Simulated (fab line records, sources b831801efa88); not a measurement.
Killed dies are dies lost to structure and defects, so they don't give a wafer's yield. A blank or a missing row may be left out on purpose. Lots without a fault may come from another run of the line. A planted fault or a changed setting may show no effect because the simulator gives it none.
Problem report in the 8D (eight disciplines) form, filled by code | flow gf180mcu | the parts of the form that need people (team, actions taken, sign-off) are left out

1. THE PROBLEM
NWELL_TW at GF_NWELL_TW_MEAS_11 reads a mean of 1800 on 6 wafers of 2 lots; wafers without a fault read 1569 with a standard deviation of 6.5. That is +36 standard deviations from the usual mean.
First seen on wafer L301.2, day 8 06:42, on film_metro-03. The record holds 36 wafers of 12 lots with a number at this step. Rule for "out", or "out of limits": more than 4 standard deviations from the usual mean. The other wafers with a number count as sound.

2. WHAT IT IS AND WHAT IT IS NOT
question                    | is                           | is not
which readings at this step | NWELL_TW                     | -
which lots                  | L301, L302                   | L279, L280, L283, L284, L285, L286, L288, L291, L292, L294
which wafers of those lots  | all that have a number       | -
read on which gauges        | film_metro-02, film_metro-03 | film_metro-01
when                        | from day 8 06:42             | up to then (30 sound wafers)

3. SUSPECTS, AND WHAT RULES EACH OUT
Counting: a tool at a process step up to the reading stays a suspect if it ran every lot that is out and no sound lot after the first of them.
- the gauge at GF_NWELL_TW_MEAS_11: ruled out. The wafers that are out were read on 2 gauges (film_metro-02, film_metro-03).
- implanter-04 at GF_NWELL_IMPLANT_08: kept. It ran every lot that is out, first L301 (day 8 06:19), and no sound lot after that; its last sound lot up to then is L294 (day 6 16:47). Its own readings are out on those wafers: dose_ions_cm2, faraday_current_uA.
Left after counting: implanter-04 at GF_NWELL_IMPLANT_08.

4. THE CAUSE (what the simulator had put in)
Process parameter drift: implanter-04, from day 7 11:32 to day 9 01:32, at GF_NWELL_IMPLANT_08. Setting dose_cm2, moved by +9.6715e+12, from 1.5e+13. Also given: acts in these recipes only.
Counting left only this tool.

5. THE CHAIN OF EFFECTS, in route order
Each row: a reading whose mean over the struck wafers that have a number lies more than 3 standard deviations from the usual. Only readings for which the record gives a usual standard deviation are gone through. hours: the time from each lot's start at the first step in this table that gives one to its start at this step, as a median over the lots. sigmas: the change in usual standard deviations.
hours | step                     | reading            | usual        | on struck wafers | change      | sigmas
0     | GF_NWELL_IMPLANT_08      | dose_ions_cm2      | 1.5002e+13   | 2.4686e+13       | +9.6842e+12 | +99 or more
0     | GF_NWELL_IMPLANT_08      | faraday_current_uA | 84.3         | 137.7            | +53.4       | +31
0     | GF_NWELL_TW_MEAS_11      | NWELL_TW           | 1569         | 1800             | +232        | +36
127   | GF_VT_IMPLANT_RS_MEAS_47 | NWELL_RS           | 486.0 ohm/sq | 379.5            | -106.5      | -89
The process steps in it:
- GF_NWELL_IMPLANT_08
Later measuring or inspecting steps at which every struck wafer that the step has a row for has a number for every such reading, and none has moved that far: GF_CONTACT_BOW_MEAS_05, GF_V1_THK_MEAS_25.

6. WHAT WOULD HAVE CAUGHT IT SOONER
In this record the first reading out of limits at a measuring or inspecting step was taken at day 8 06:42, 19 hours after the fault began at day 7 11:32.
The tool's own readings at GF_NWELL_IMPLANT_08 were out on every struck wafer that the step has a row for (dose_ions_cm2, faraday_current_uA): an alarm limit on them would have fired on the first of those.
Of the lots that are out (2), L302 began GF_NWELL_IMPLANT_08 on implanter-04 after day 8 06:42. A hold on the tool at that time would have spared it.
